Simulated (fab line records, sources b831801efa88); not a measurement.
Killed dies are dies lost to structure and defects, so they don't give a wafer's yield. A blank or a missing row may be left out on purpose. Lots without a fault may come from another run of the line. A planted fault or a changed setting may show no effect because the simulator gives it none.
Problem report in the 8D (eight disciplines) form, filled by code | flow sky130 | the parts of the form that need people (team, actions taken, sign-off) are left out

1. THE PROBLEM
LDD_N_TW at SKY_LDD_N_TW_MEAS_17 reads a mean of 2905 on 6 wafers of 2 lots; wafers without a fault read 2583 with a standard deviation of 31. That is +10 standard deviations from the usual mean.
First seen on wafer L434.1, day 23 09:19, on film_metro-04. The record holds 33 wafers of 11 lots with a number at this step. Rule for "out", or "out of limits": more than 4 standard deviations from the usual mean. The other wafers with a number count as sound.

2. WHAT IT IS AND WHAT IT IS NOT
question                    | is                     | is not
which readings at this step | LDD_N_TW               | -
which lots                  | L434, L435             | L421, L424, L425, L428, L430, L436, L440, L441, L442
which wafers of those lots  | all that have a number | -
read on which gauges        | film_metro-04          | film_metro-02, film_metro-03
when                        | from day 23 09:19      | up to then (15 sound wafers); but 12 sound wafers of L436, L440, L441, L442 came after

3. SUSPECTS, AND WHAT RULES EACH OUT
Counting: a tool at a process step up to the reading stays a suspect if it ran every lot that is out and no sound lot after the first of them.
- the gauge at SKY_LDD_N_TW_MEAS_17: ruled out. All the wafers that are out were read on film_metro-04, but those of them that SKY_LDD_N_IMPLANT_10 has rows for are out there too, on other tools.
- implanter-04 at SKY_LDD_N_IMPLANT_10: kept. It ran every lot that is out, first L434 (day 23 08:19), and no sound lot after that; its last sound lot up to then is L428 (day 21 06:58). Its own readings are out on those wafers: beam_on_s, dose_ions_cm2, faraday_current_uA.
Left after counting: implanter-04 at SKY_LDD_N_IMPLANT_10.

4. THE CAUSE (what the simulator had put in)
Process parameter drift: implanter-04, from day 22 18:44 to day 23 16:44, at SKY_LDD_N_IMPLANT_10. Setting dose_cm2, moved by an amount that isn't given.
Counting left only this tool.

5. THE CHAIN OF EFFECTS, in route order
Each row: a reading whose mean over the struck wafers that have a number lies more than 3 standard deviations from the usual. Only readings for which the record gives a usual standard deviation are gone through. hours: the time from each lot's start at the first step in this table that gives one to its start at this step, as a median over the lots. sigmas: the change in usual standard deviations.
hours | step                 | reading                  | usual   | on struck wafers | change   | sigmas
0     | SKY_LDD_N_IMPLANT_10 | beam_on_s                | 10.00 s | 43.66            | +33.66   | +99 or more
0     | SKY_LDD_N_IMPLANT_10 | dose_ions_cm2            | 7.5e+13 | 4.2e+14          | +3.5e+14 | +99 or more
0     | SKY_LDD_N_IMPLANT_10 | faraday_current_uA       | 423     | 546              | +123     | +14
1     | SKY_LDD_N_STRIP_16   | strip_time_to_endpoint_s | 4.311 s | 5.154            | +0.843   | +53
1     | SKY_LDD_N_TW_MEAS_17 | LDD_N_TW                 | 2583    | 2905             | +322     | +10
The process steps in it:
- SKY_LDD_N_IMPLANT_10
- SKY_LDD_N_STRIP_16: strips in O2/N2.

6. WHAT WOULD HAVE CAUGHT IT SOONER
In this record the first reading out of limits at a measuring or inspecting step was taken at day 23 09:19, 15 hours after the fault began at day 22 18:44.
The tool's own readings at SKY_LDD_N_IMPLANT_10 were out on every struck wafer that the step has a row for (beam_on_s, dose_ions_cm2, faraday_current_uA): an alarm limit on them would have fired on the first of those.
Of the lots that are out (2), L435 began SKY_LDD_N_IMPLANT_10 on implanter-04 after day 23 09:19. A hold on the tool at that time would have spared it.
